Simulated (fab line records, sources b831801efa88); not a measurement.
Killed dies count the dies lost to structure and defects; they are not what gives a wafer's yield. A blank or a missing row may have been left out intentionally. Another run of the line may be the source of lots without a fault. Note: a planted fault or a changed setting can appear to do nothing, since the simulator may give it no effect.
fab line records | flow sfqLine
record lots=5 wafers=15 lastDay=92
route steps=325 shown M6@255
lots that met no fault: taken from a fault-free run of the same line
startH: the number of hours between the record's first day and the start of the first shown wafer of the lot | waitH: hours elapsed since this lot's preceding step | " as in the row above | L1.1+2: a row that stands for several wafers | - either no value or no given start | * or withheld: withheld | < > ~ a bound
route shown NAME@n: names a module that has steps shown in the file, with the first one's number in the route | usual: the fault-free wafers' mean and standard deviation | same: alike in all rows | chamber/n: place in a boat | sites: the reading at each site | _std_site: their standard deviation | _edge_site: inner sites' mean taken away from outer sites' mean | radiusMm: for every site, how far away it sits from the centre of the wafer | mask NAME#n: copy n | behind: the most recent tool/chamber to have shaped the wafer | hold: why the lot went on hold/how many hours it stayed there/how the hold came to an end | device: whichever transistor did not switch (one of n, p or np) | end of line: tests of these same wafers at the route's end | a step with no rows: only its recipe | killed: the dies lost at the first sort to structure and to defects; this is not the yield of the wafer | map: the dies of a wafer, with x for killed, . for not killed, _ for no die there
set.NAME: the setting the step ran with; set.NAME@STEP: the setting that earlier step ran with | model.NAME: the simulator's own value behind a step, which no gauge read
lots at selected steps of the route; one table per step, one row per wafer
services: from which hour (startH, from the record's first day; less than 0 if before it) a tool's chamber was out of use, for how many hours, and why
## steps
# step SFQ_TRILAYER_M6_LITHO_COAT_164
# recipe resist=BARC spinRpm=3000 resistThkNm=62
# usual dispensePressureKPa=47.16/0.061
# columns lot.wafer tool chamber startH waitH dispensePressureKPa
L076.1 lithoTrack-02 0 1611.44 0.1 47.16
L076.4 " 0 " " 47.15
L076.5 " 0 " " 47.14
L080.2 lithoTrack-04 0 1773.41 0.1 47.09
L080.5 " 0 " " 47.07
L080.6 " 0 " " 47.04
L088.2 lithoTrack-02 0 1802.81 0.1 47.17
L088.5 " 0 " " 47.15
L088.6 " 0 " " 47.13
L093.1 lithoTrack-03 0 1862.26 0.1 47.19
L093.2 " 0 " " 47.19
L093.3 " 0 " " 47.22
L094.1 lithoTrack-03 0 1863.46 0.1 47.22
L094.3 " 0 " " 47.21
L094.6 " 0 " " 47.24
# step SFQ_TRILAYER_M6_LITHO_COAT_159
# recipe resist=KrF spinRpm=3000 resistThkNm=600
# usual dispensePressureKPa=47.16/0.066
# columns lot.wafer tool chamber startH waitH dispensePressureKPa
L076.1 lithoTrack-02 0 1611.74 0.2 47.13
L076.4 " 0 " " 47.14
L076.5 " 0 " " 47.15
L080.2 lithoTrack-04 0 1773.71 0.2 47.11
L080.5 " 0 " " 47.04
L080.6 " 0 " " 47.06
L088.2 lithoTrack-02 0 1803.11 0.2 47.19
L088.5 " 0 " " 47.15
L088.6 " 0 " " 47.12
L093.1 lithoTrack-03 0 1862.56 0.2 47.24
L093.2 " 0 " " 47.29
L093.3 " 0 " " 47.25
L094.1 lithoTrack-03 0 1863.76 0.2 47.30
L094.3 " 0 " " 47.24
L094.6 " 0 " " 47.23
# step SFQ_TRILAYER_M6_LITHO_SOFTBAKE_163
# recipe tempC=withheld timeS=withheld resist=KrF
# columns lot.wafer tool chamber startH waitH
L076.1+4+5 lithoTrack-02 0 1612.04 0.2
L080.2+5+6 lithoTrack-04 0 1773.98 0.2
L088.2+5+6 lithoTrack-02 0 1803.38 0.2
L093.1+2+3 lithoTrack-03 0 1862.86 0.2
L094.1+3+6 lithoTrack-03 0 1864.06 0.2
# step SFQ_TRILAYER_M6_LITHO_EXPOSE_160
# recipe maskId=M6 na=0.6 sourceShape=conventional sigmaOuter=0.65 targetCdNm=500 doseMj=14.4
# same na=0.6
# columns lot.wafer tool chamber startH waitH mask
L076.1+4+5 krfScanner-02 0 1708.02 - M6#0
L080.2+5+6 krfScanner-01 0 1830.67 - M6#0
L088.2+5+6 krfScanner-01 0 1848.67 - M6#0
L093.1+2+3 krfScanner-01 0 1937.28 - M6#0
L094.1+3+6 krfScanner-01 0 1939.68 - M6#0
# step SFQ_TRILAYER_M6_LITHO_PEB_162
# recipe pebTempC=115 pebTimeS=60 resist=KrF
# columns lot.wafer tool chamber startH waitH
L076.1+4+5 lithoTrack-04 0 1709.22 1.0
L080.2+5+6 lithoTrack-02 0 1831.70 0.8
L088.2+5+6 lithoTrack-03 0 1849.70 0.8
L093.1+2+3 lithoTrack-03 0 1938.48 1.0
L094.1+3+6 lithoTrack-03 0 1940.88 1.0
# step SFQ_TRILAYER_M6_LITHO_DEVELOP_161
# recipe timeS=60 resist=KrF
# columns lot.wafer tool chamber startH waitH
L076.1+4+5 lithoTrack-04 0 1709.37 0.1
L080.2+5+6 lithoTrack-02 0 1831.85 0.1
L088.2+5+6 lithoTrack-03 0 1849.85 0.1
L093.1+2+3 lithoTrack-03 0 1938.63 0.1
L094.1+3+6 lithoTrack-03 0 1941.03 0.1
# step SFQ_M6_OVL_MEAS_940
# usual M6_OVL=4/5.7
# columns lot.wafer tool chamber startH waitH M6_OVL[nm]
L076.1 overlay-01 - 1709.52 0.1 7
L076.4 " - " " 6
L076.5 " - " " -1
L080.2 overlay-02 - 1831.98 0.1 5
L080.5 " - " " 3
L080.6 " - " " 4
L088.2 overlay-01 - 1849.98 0.1 8
L088.5 " - " " 9
L088.6 " - " " 15
L093.1 overlay-02 - 1938.78 0.1 8
L093.2 " - " " -2
L093.3 " - " " -2
L094.1 overlay-02 - 1941.18 0.1 -3
L094.3 " - " " 3
L094.6 " - " " 7
# step SFQ_TRILAYER_M6_BARC_OPEN_METAL_ETCH_206
# recipe maskMaterial=PR chemistry=O2 targetDepthNm=125 target=BARC icpW=600 biasW=80 pressureMtorr=10 timeS=41.7
# usual drypumpMotorCurrentA=6.2/0.41 oesProductAu=0.685/0.0046
# columns lot.wafer tool chamber startH waitH drypumpMotorCurrentA oesProductAu rfHoursCounterH
L076.1 rieMetal-01 0 1709.56 0.0 5.7 0.683 86
L076.4 " 1 " " 5.9 0.681 -
L076.5 " 0 " " 5.7 0.689 -
L080.2 rieMetal-04 1 1832.01 0.0 6.3 0.684 17
L080.5 " 1 " " 6.2 0.688 -
L080.6 " 0 " " 5.6 0.680 -
L088.2 rieMetal-01 1 1850.01 0.0 5.9 0.687 46
L088.5 " 0 " " 5.7 0.688 -
L088.6 " 1 " " 5.9 0.684 -
L093.1 rieMetal-02 0 1938.82 0.0 6.4 0.681 63
L093.2 " 1 " " 6.8 0.682 125
L093.3 " 0 " " 6.4 0.674 -
L094.1 rieMetal-02 1 1941.22 0.0 6.8 0.688 125
L094.3 " 0 " " 6.4 0.698 -
L094.6 " 1 " " 6.9 0.693 -
## services
# columns tool chamber startH hours kind
krfScanner-01 - 1588.99 0.5 repair
rieMetal-04 - 1612.39 10.0 pm
krfScanner-01 - 1614.71 0.8 pm
rieMetal-04 0 1635.75 5.9 repair
rieMetal-04 1 1659.25 7.7 repair
krfScanner-02 - 1678.12 3.0 repair
krfScanner-02 - 1681.16 1.3 pm
rieMetal-04 - 1694.71 14.6 pm
rieMetal-02 - 1719.87 0.2 repair
krfScanner-01 - 1729.58 1.0 pm
krfScanner-01 - 1740.18 1.3 pm
krfScanner-01 - 1749.88 4.4 pm
rieMetal-01 - 1751.89 2.8 pm
krfScanner-01 - 1765.92 11.0 repair
krfScanner-01 - 1781.72 36.0 pm
rieMetal-02 0 1816.86 16.9 repair
krfScanner-01 - 1817.72 0.8 pm
rieMetal-02 - 1832.20 5.5 repair
rieMetal-02 - 1888.52 0.1 repair
krfScanner-01 - 1898.87 1.0 pm
krfScanner-01 - 1906.33 7.4 repair
rieMetal-01 - 1907.73 1.6 repair
krfScanner-01 - 1916.15 1.3 pm
krfScanner-01 - 1934.07 0.8 repair
## key
fault none
